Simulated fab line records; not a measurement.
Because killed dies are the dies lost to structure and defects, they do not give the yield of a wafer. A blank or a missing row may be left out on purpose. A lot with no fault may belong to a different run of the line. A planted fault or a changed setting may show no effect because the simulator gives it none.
The tool behind it: which one? ; flow gf180mcu ; 33 wafers from 11 lots sampled at 6 of the route's 602 steps

WHAT THE GAUGES SHOWED, per wafer
GF_M3_RS_MEAS_05: uses a four-point probe to measure. Usual: M3_ALCU_RS typically reads 0.0696 ohm/sq, with standard deviation 0.0007.
lot;measured;on;M3_ALCU_RS (ohm/sq);flag
L433;day 20 08:38;film_metro-01;0.0690 0.0696 0.0693;
L438;day 22 03:52;film_metro-01;0.0696 0.0693 0.0693;
L439;day 22 12:16;film_metro-01;0.0697 0.0692 0.0687;
L440;day 22 17:05;film_metro-02;0.0702 0.0706 0.0702;
L449;day 26 08:26;film_metro-02;0.0703 0.0702 0.0717;
L451;day 26 13:35;film_metro-02;0.0691 0.0701 0.0694;
L452;day 26 22:41;film_metro-03;0.0705 0.0699 0.0691;
L453;day 27 08:10;film_metro-01;0.0694 0.0686 0.0691;
L454;day 27 15:45;film_metro-02;0.0701 0.0696 0.0696;
L455;day 27 21:48;film_metro-02;0.0699 0.0696 0.0696;
L456;day 28 05:45;film_metro-02;0.0681 0.0693 0.0685;

GF_MIM_RS_MEAS_10: uses a four-point probe to measure. Usual: MIM_ALCU_RS typically reads 0.1611 ohm/sq, with standard deviation 0.0016.
lot;measured;on;MIM_ALCU_RS (ohm/sq);flag
L433;day 24 11:52;film_metro-02;0.1639 0.1647 0.1642;
L438;day 26 01:35;film_metro-03;0.1182 0.1194 0.1190;OFF
L439;day 26 09:58;film_metro-01;0.1186 0.1191 0.1186;OFF
L440;day 26 17:02;film_metro-02;0.1193 0.1189 0.1191;OFF
L449;day 29 22:11;film_metro-01;0.1600 0.1602 0.1599;
L451;day 30 01:34;film_metro-01;0.1602 0.1629 0.1621;
L452;day 30 09:14;film_metro-01;0.1631 0.1618 0.1619;
L453;day 30 18:56;film_metro-03;0.1600 0.1613 0.1609;
L454;day 30 22:46;film_metro-03;0.1602 0.1600 0.1605;
L455;day 31 05:49;film_metro-03;0.1622 0.1618 0.1619;
L456;day 31 14:28;film_metro-03;0.1620 0.1598 0.1631;

GF_MIM_THK_MEAS_11: measures by xrf. Usual: MIM_ALCU_THK typically reads 200.2 nm, with standard deviation 2.3.
lot;measured;on;MIM_ALCU_THK (nm);flag
L433;day 24 11:59;film_metro-02;195.9 195.2 195.9;
L438;day 26 01:41;film_metro-03;269.1 266.1 268.7;OFF
L439;day 26 10:04;film_metro-01;269.3 267.8 268.5;OFF
L440;day 26 17:07;film_metro-02;267.7 268.5 268.4;OFF
L449;day 29 22:16;film_metro-01;201.7 202.3 202.1;
L451;day 30 01:41;film_metro-01;200.4 197.9 198.2;
L452;day 30 09:21;film_metro-01;196.7 198.1 199.4;
L453;day 30 19:04;film_metro-03;201.0 198.2 199.2;
L454;day 30 22:53;film_metro-03;201.7 200.5 200.1;
L455;day 31 05:56;film_metro-03;198.1 199.5 198.4;
L456;day 31 14:35;film_metro-03;199.7 201.2 198.6;

EACH LOT AND THE TOOL THAT RAN IT (in order: tool; ch and the chambers of the sampled wafers; start)
lot;GF_M3_SPUTTER_02;GF_V3_ETCH_16;GF_MIM_SPUTTER_08
L433;pvd_sputter-03, day 20 08:33;rie_diel-04 ch 0,2,3, day 22 09:21;pvd_sputter-01, day 24 11:49
L438;pvd_sputter-03, day 22 03:44;rie_diel-03 ch 1,2, day 24 03:16;pvd_sputter-02, day 26 01:30
L439;pvd_sputter-02, day 22 12:06;rie_diel-04 ch 0,1,3, day 24 11:45;pvd_sputter-02, day 26 09:51
L440;pvd_sputter-01, day 22 16:56;rie_diel-02 ch 0,1, day 24 15:22;pvd_sputter-02, day 26 16:55
L449;pvd_sputter-01, day 26 08:17;rie_diel-03 ch 0,1,2, day 28 02:42;pvd_sputter-02, day 29 22:04
L451;pvd_sputter-03, day 26 13:29;rie_diel-03 ch 1,2,3, day 28 06:46;pvd_sputter-02, day 30 01:31
L452;pvd_sputter-01, day 26 22:35;rie_diel-03 ch 1,2,3, day 28 14:58;pvd_sputter-01, day 30 09:10
L453;pvd_sputter-03, day 27 08:04;rie_diel-02 ch 0,3, day 29 00:25;pvd_sputter-01, day 30 18:53
L454;pvd_sputter-03, day 27 15:40;rie_diel-02 ch 0,3, day 29 07:06;pvd_sputter-02, day 30 22:42
L455;pvd_sputter-03, day 27 21:41;rie_diel-03 ch 0,1,3, day 29 13:42;pvd_sputter-02, day 31 05:44
L456;pvd_sputter-02, day 28 05:40;rie_diel-02 ch 0,1,2, day 29 21:52;pvd_sputter-03, day 31 14:25
- GF_M3_SPUTTER_02: material AlCu, target thk 450 nm, time 23.9 s.
- GF_V3_ETCH_16: etches BARC in N2/H2.
- GF_MIM_SPUTTER_08: material AlCu, target thk 200 nm, time 10.6 s.

WHAT THE TOOLS THEMSELVES READ (means of the sampled wafers that have a number; where no wafer has one, the mark that the record gives instead)
GF_M3_SPUTTER_02. Usual: cathode_dc_power_W 10600 W, standard deviation 2; throttle_valve_pct 29.6 %, standard deviation 1.
lot;tool;cathode_dc_power_W (W);throttle_valve_pct (%);flag
L433;pvd_sputter-03;10598;28.8;
L438;pvd_sputter-03;10599;29.7;
L439;pvd_sputter-02;10601;28.7;
L440;pvd_sputter-01;10598;30.3;
L449;pvd_sputter-01;10600;30.5;
L451;pvd_sputter-03;10601;29.7;
L452;pvd_sputter-01;10601;29.6;
L453;pvd_sputter-03;10599;29.8;
L454;pvd_sputter-03;10599;29.7;
L455;pvd_sputter-03;10601;28.9;
L456;pvd_sputter-02;10600;29.5;

GF_V3_ETCH_16. Usual: drypump_motor_current_A 5.46 A, standard deviation 0.28; oes_product_au 0.855 a.u., standard deviation 0.0047; rf_fwd_power_W 494.6 W, standard deviation 2.3; throttle_valve_pct 13.225 %, standard deviation 0.0093.
lot;tool;drypump_motor_current_A (A);oes_product_au (a.u.);rf_fwd_power_W (W);throttle_valve_pct (%);flag
L433;rie_diel-04;5.58;0.859;495.8;13.213;
L438;rie_diel-03;5.19;0.853;496.1;13.237;
L439;rie_diel-04;5.51;0.858;494.5;13.225;
L440;rie_diel-02;5.43;0.856;491.4;13.229;
L449;rie_diel-03;5.20;0.854;495.4;13.228;
L451;rie_diel-03;5.26;0.861;494.0;13.219;
L452;rie_diel-03;5.24;0.853;494.4;13.224;
L453;rie_diel-02;5.68;0.857;493.9;13.227;
L454;rie_diel-02;5.93;0.856;495.4;13.221;
L455;rie_diel-03;5.24;0.855;493.0;13.230;
L456;rie_diel-02;5.60;0.853;493.1;13.232;

GF_MIM_SPUTTER_08. Usual: cathode_dc_power_W 10600 W, standard deviation 2.1; throttle_valve_pct 29.7 %, standard deviation 1.1.
lot;tool;cathode_dc_power_W (W);throttle_valve_pct (%);flag
L433;pvd_sputter-01;10602;30.0;
L438;pvd_sputter-02;14107;30.3;OFF
L439;pvd_sputter-02;14106;29.6;OFF
L440;pvd_sputter-02;14104;28.9;OFF
L449;pvd_sputter-02;10600;30.3;
L451;pvd_sputter-02;10597;30.3;
L452;pvd_sputter-01;10602;31.2;
L453;pvd_sputter-01;10599;30.1;
L454;pvd_sputter-02;10598;30.2;
L455;pvd_sputter-02;10598;29.6;
L456;pvd_sputter-03;10600;28.9;

THE ANSWER, worked out from the rows above alone
Rule: lot off if the mean of its wafers having a number is beyond 3 standard deviations from the usual mean. Also off: a lot with no number at a reading for which 4 or more lots have one. The other lots that the step has rows for count as sound. Order of review: gauges by route order, followed by the tools' own readings, for which a lot's mean as printed above is used. The first step at which some lot is off is used, and at that step the reading that is off furthest; a lot without a number counts as furthest.
Off: L438, L439, L440, at GF_MIM_RS_MEAS_10 (MIM_ALCU_RS).
If a tool, at a process step before that reading, ran all the lots that are off and no sound lot after the first of them, it fits. The gauges at GF_MIM_RS_MEAS_10 aren't tried: what is off there is off at GF_MIM_SPUTTER_08 too, on other tools, and a gauge's error can't cause that. No candidate that was tried fits.

WHAT THE SIMULATOR HAD PUT IN
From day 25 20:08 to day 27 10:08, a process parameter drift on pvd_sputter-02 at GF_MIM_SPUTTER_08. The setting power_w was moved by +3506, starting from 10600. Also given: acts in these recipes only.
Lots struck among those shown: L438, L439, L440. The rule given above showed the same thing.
